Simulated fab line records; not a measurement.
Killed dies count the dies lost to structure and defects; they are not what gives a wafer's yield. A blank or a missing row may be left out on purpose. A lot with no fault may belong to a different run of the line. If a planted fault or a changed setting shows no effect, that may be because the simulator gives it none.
Which tool is to blame? :: flow gf180mcu :: 12 lots with 36 wafers sampled at 4 steps, on a route of 602 steps

## WHAT THE GAUGES READ, wafer by wafer
GF_MVSD_TW_MEAS_11. Usual: for MVSD_TW the level is 1574 and the standard deviation is 14.
lot: L378
measured: day 4 16:37
on: film-metro-02
MVSD_TW: 1586 1573 1583
flag: 

lot: L380
measured: day 5 03:38
on: film-metro-04
MVSD_TW: 1571 1574 1565
flag: 

lot: L383
measured: day 5 21:42
on: film-metro-04
MVSD_TW: 1574 1574 1575
flag: 

lot: L385
measured: day 6 08:50
on: film-metro-02
MVSD_TW: 1588 1577 1583
flag: 

lot: L387
measured: day 6 21:41
on: film-metro-04
MVSD_TW: 1578 1587 1587
flag: 

lot: L388
measured: day 7 02:49
on: film-metro-01
MVSD_TW: 1578 1568 1565
flag: 

lot: L391
measured: day 7 19:03
on: film-metro-01
MVSD_TW: 1571 1575 1571
flag: 

lot: L399
measured: day 9 18:13
on: film-metro-01
MVSD_TW: 1555 1552 1549
flag: 

lot: L400
measured: day 9 23:05
on: film-metro-01
MVSD_TW: 1558 1547 1552
flag: 

GF_VT_IMPLANT_TW_MEAS_32. Usual: for VT_IMPLANT_3_TW the level is 266.3 and the standard deviation is 2.7.
lot: L378
measured: day 7 03:13
on: film-metro-01
VT_IMPLANT_3_TW: 267.8 269.1 267.2
flag: 

lot: L380
measured: day 7 15:49
on: film-metro-02
VT_IMPLANT_3_TW: 267.5 267.4 267.3
flag: 

lot: L383
measured: day 8 12:36
on: film-metro-01
VT_IMPLANT_3_TW: 264.3 264.5 266.1
flag: 

lot: L385
measured: day 9 01:11
on: film-metro-01
VT_IMPLANT_3_TW: 264.1 264.2 264.4
flag: 

lot: L387
measured: day 9 14:44
on: film-metro-03
VT_IMPLANT_3_TW: 266.2 264.9 264.7
flag: 

lot: L388
measured: day 9 21:40
on: film-metro-02
VT_IMPLANT_3_TW: 271.8 269.7 270.1
flag: 

lot: L391
measured: day 10 16:24
on: film-metro-03
VT_IMPLANT_3_TW: 263.8 263.3 265.0
flag: 

lot: L399
measured: day 12 20:38
on: film-metro-02
VT_IMPLANT_3_TW: 270.6 270.5 269.0
flag: 

lot: L400
measured: day 13 03:35
on: film-metro-03
VT_IMPLANT_3_TW: 266.1 263.0 263.0
flag: 

## EACH LOT AND THE TOOL THAT RAN IT (in order: tool; ch and the chambers of the sampled wafers; start)
lot: L378
GF_STI_ETCH_13: rie-diel-02 ch 0,2,3, day 2 07:01
GF_STI_STRIP_15: plasma-asher-02 ch 0,1, day 2 07:10

lot: L380
GF_STI_ETCH_13: rie-diel-01 ch 0,2, day 2 17:17
GF_STI_STRIP_15: plasma-asher-02 ch 0, day 2 17:26

lot: L383
GF_STI_ETCH_13: rie-diel-04 ch 2,3, day 3 08:14
GF_STI_STRIP_15: plasma-asher-04 ch 0,1, day 3 08:23

lot: L385
GF_STI_ETCH_13: rie-diel-01 ch 1,3, day 3 19:25
GF_STI_STRIP_15: plasma-asher-01 ch 0,1, day 3 19:35

lot: L387
GF_STI_ETCH_13: rie-diel-01 ch 0,1,2, day 4 05:34
GF_STI_STRIP_15: plasma-asher-04 ch 0,1, day 4 05:44

lot: L388
GF_STI_ETCH_13: rie-diel-01 ch 1,2, day 4 10:20
GF_STI_STRIP_15: plasma-asher-01 ch 0,1, day 4 10:31

lot: L391
GF_STI_ETCH_13: rie-diel-02 ch 1,2,3, day 5 01:04
GF_STI_STRIP_15: plasma-asher-04 ch 0,1, day 5 01:14

lot: L394
GF_STI_ETCH_13: rie-diel-04 ch 0,1, day 5 16:07
GF_STI_STRIP_15: plasma-asher-04 ch 0,1, day 5 16:19

lot: L395
GF_STI_ETCH_13: rie-diel-01 ch 1,3, day 5 23:11
GF_STI_STRIP_15: plasma-asher-02 ch 0, day 5 23:20

lot: L396
GF_STI_ETCH_13: rie-diel-01 ch 1,3, day 6 04:38
GF_STI_STRIP_15: plasma-asher-02 ch 0,1, day 6 04:47

lot: L399
GF_STI_ETCH_13: rie-diel-01 ch 0,1,3, day 6 19:26
GF_STI_STRIP_15: plasma-asher-01 ch 0,1, day 6 19:37

lot: L400
GF_STI_ETCH_13: rie-diel-01 ch 0,1,3, day 6 23:47
GF_STI_STRIP_15: plasma-asher-04 ch 0,1, day 6 23:56
- GF_STI_ETCH_13: etches the open film in CHF3/O2, stops on Si, target depth 282.31 nm, time 112.9 s.
- GF_STI_STRIP_15: strips in O2/N2.

## AS READ BY THE TOOLS THEMSELVES (means over the sampled wafers that have a number; for cases with no such wafer, the mark the record gives instead)
GF_STI_ETCH_13. Usual: O2_flow_sccm 4.998 sccm, standard deviation 0.014; bias-w 200.0 W, standard deviation 0.63; drypump-motor-current-A 5.6 A, standard deviation 0.39; oes-product-au 0.833 a.u., standard deviation 0.0059; throttle-valve-pct 8.810 %, standard deviation 0.0099.
lot: L378
tool: rie-diel-02
O2_flow_sccm (sccm): 4.983
bias-w (W): 199.9
drypump-motor-current-A (A): 5.6
oes-product-au (a.u.): 0.840
throttle-valve-pct (%): 8.812
flag: 

lot: L380
tool: rie-diel-01
O2_flow_sccm (sccm): 5.009
bias-w (W): 200.0
drypump-motor-current-A (A): 6.0
oes-product-au (a.u.): 0.832
throttle-valve-pct (%): 8.811
flag: 

lot: L383
tool: rie-diel-04
O2_flow_sccm (sccm): 4.990
bias-w (W): 200.3
drypump-motor-current-A (A): 5.7
oes-product-au (a.u.): 0.834
throttle-valve-pct (%): 8.817
flag: 

lot: L385
tool: rie-diel-01
O2_flow_sccm (sccm): 4.991
bias-w (W): 199.8
drypump-motor-current-A (A): 5.4
oes-product-au (a.u.): 0.836
throttle-valve-pct (%): 8.829
flag: 

lot: L387
tool: rie-diel-01
O2_flow_sccm (sccm): 4.992
bias-w (W): 200.4
drypump-motor-current-A (A): 5.8
oes-product-au (a.u.): 0.830
throttle-valve-pct (%): 8.805
flag: 

lot: L388
tool: rie-diel-01
O2_flow_sccm (sccm): 5.000
bias-w (W): 199.7
drypump-motor-current-A (A): 5.4
oes-product-au (a.u.): 0.831
throttle-valve-pct (%): 8.811
flag: 

lot: L391
tool: rie-diel-02
O2_flow_sccm (sccm): 5.002
bias-w (W): 200.4
drypump-motor-current-A (A): 5.7
oes-product-au (a.u.): 0.838
throttle-valve-pct (%): 8.805
flag: 

lot: L394
tool: rie-diel-04
O2_flow_sccm (sccm): -
bias-w (W): -
drypump-motor-current-A (A): -
oes-product-au (a.u.): -
throttle-valve-pct (%): -
flag: OFF

lot: L395
tool: rie-diel-01
O2_flow_sccm (sccm): -
bias-w (W): -
drypump-motor-current-A (A): -
oes-product-au (a.u.): -
throttle-valve-pct (%): -
flag: OFF

lot: L396
tool: rie-diel-01
O2_flow_sccm (sccm): -
bias-w (W): -
drypump-motor-current-A (A): -
oes-product-au (a.u.): -
throttle-valve-pct (%): -
flag: OFF

lot: L399
tool: rie-diel-01
O2_flow_sccm (sccm): 4.995
bias-w (W): 200.0
drypump-motor-current-A (A): 5.8
oes-product-au (a.u.): 0.833
throttle-valve-pct (%): 8.809
flag: 

lot: L400
tool: rie-diel-01
O2_flow_sccm (sccm): 5.003
bias-w (W): 200.0
drypump-motor-current-A (A): 5.8
oes-product-au (a.u.): 0.841
throttle-valve-pct (%): 8.820
flag: 

GF_STI_STRIP_15. Usual: drypump-motor-current-A 6.05 A, standard deviation 0.29; heater-power-w 354 W, standard deviation 26; oes-product-au 0.384 a.u., standard deviation 0.005; strip-time-to-endpoint-s 3.72 s, standard deviation 0.043.
lot: L378
tool: plasma-asher-02
drypump-motor-current-A (A): 5.98
heater-power-w (W): 357
oes-product-au (a.u.): 0.385
strip-time-to-endpoint-s (s): 3.70
flag: 

lot: L380
tool: plasma-asher-02
drypump-motor-current-A (A): 5.93
heater-power-w (W): 345
oes-product-au (a.u.): 0.381
strip-time-to-endpoint-s (s): 3.66
flag: 

lot: L383
tool: plasma-asher-04
drypump-motor-current-A (A): 5.88
heater-power-w (W): 364
oes-product-au (a.u.): 0.386
strip-time-to-endpoint-s (s): 3.75
flag: 

lot: L385
tool: plasma-asher-01
drypump-motor-current-A (A): 6.04
heater-power-w (W): 334
oes-product-au (a.u.): 0.382
strip-time-to-endpoint-s (s): 3.69
flag: 

lot: L387
tool: plasma-asher-04
drypump-motor-current-A (A): 5.92
heater-power-w (W): 363
oes-product-au (a.u.): 0.387
strip-time-to-endpoint-s (s): 3.73
flag: 

lot: L388
tool: plasma-asher-01
drypump-motor-current-A (A): 6.06
heater-power-w (W): 339
oes-product-au (a.u.): 0.385
strip-time-to-endpoint-s (s): 3.77
flag: 

lot: L391
tool: plasma-asher-04
drypump-motor-current-A (A): 5.91
heater-power-w (W): 355
oes-product-au (a.u.): 0.388
strip-time-to-endpoint-s (s): 3.71
flag: 

lot: L394
tool: plasma-asher-04
drypump-motor-current-A (A): 5.92
heater-power-w (W): 362
oes-product-au (a.u.): 0.489
strip-time-to-endpoint-s (s): 6.28
flag: OFF

lot: L395
tool: plasma-asher-02
drypump-motor-current-A (A): 5.91
heater-power-w (W): 343
oes-product-au (a.u.): 0.486
strip-time-to-endpoint-s (s): 6.23
flag: OFF

lot: L396
tool: plasma-asher-02
drypump-motor-current-A (A): 5.98
heater-power-w (W): 354
oes-product-au (a.u.): 0.486
strip-time-to-endpoint-s (s): 6.24
flag: OFF

lot: L399
tool: plasma-asher-01
drypump-motor-current-A (A): 6.06
heater-power-w (W): 346
oes-product-au (a.u.): 0.385
strip-time-to-endpoint-s (s): 3.70
flag: 

lot: L400
tool: plasma-asher-04
drypump-motor-current-A (A): 5.93
heater-power-w (W): 381
oes-product-au (a.u.): 0.385
strip-time-to-endpoint-s (s): 3.76
flag: 

## THE ANSWER, worked out from the rows above alone
Rule: a lot counts as off when the mean over its wafers that have a number is more than 3 standard deviations away from the usual mean. Also off: a lot with no number at a reading for which 4 or more lots have one. All remaining lots with rows at the step are treated as sound. Order of review: gauges by route order, followed by the tools' own readings, for which a lot's mean as printed above is used. The first step at which some lot is off is used, and at that step the reading that is off furthest; a lot without a number counts as furthest.
Off: L394, L395, L396, at GF_STI_ETCH_13 (O2_flow_sccm). Without a number there: L394, L395, L396.
If a tool, at that step or one of the process steps before it, ran each lot that is off and ran no sound lot following the first of them, it fits. Of those tried, none fits.

## WHAT WAS PUT IN BY THE SIMULATOR
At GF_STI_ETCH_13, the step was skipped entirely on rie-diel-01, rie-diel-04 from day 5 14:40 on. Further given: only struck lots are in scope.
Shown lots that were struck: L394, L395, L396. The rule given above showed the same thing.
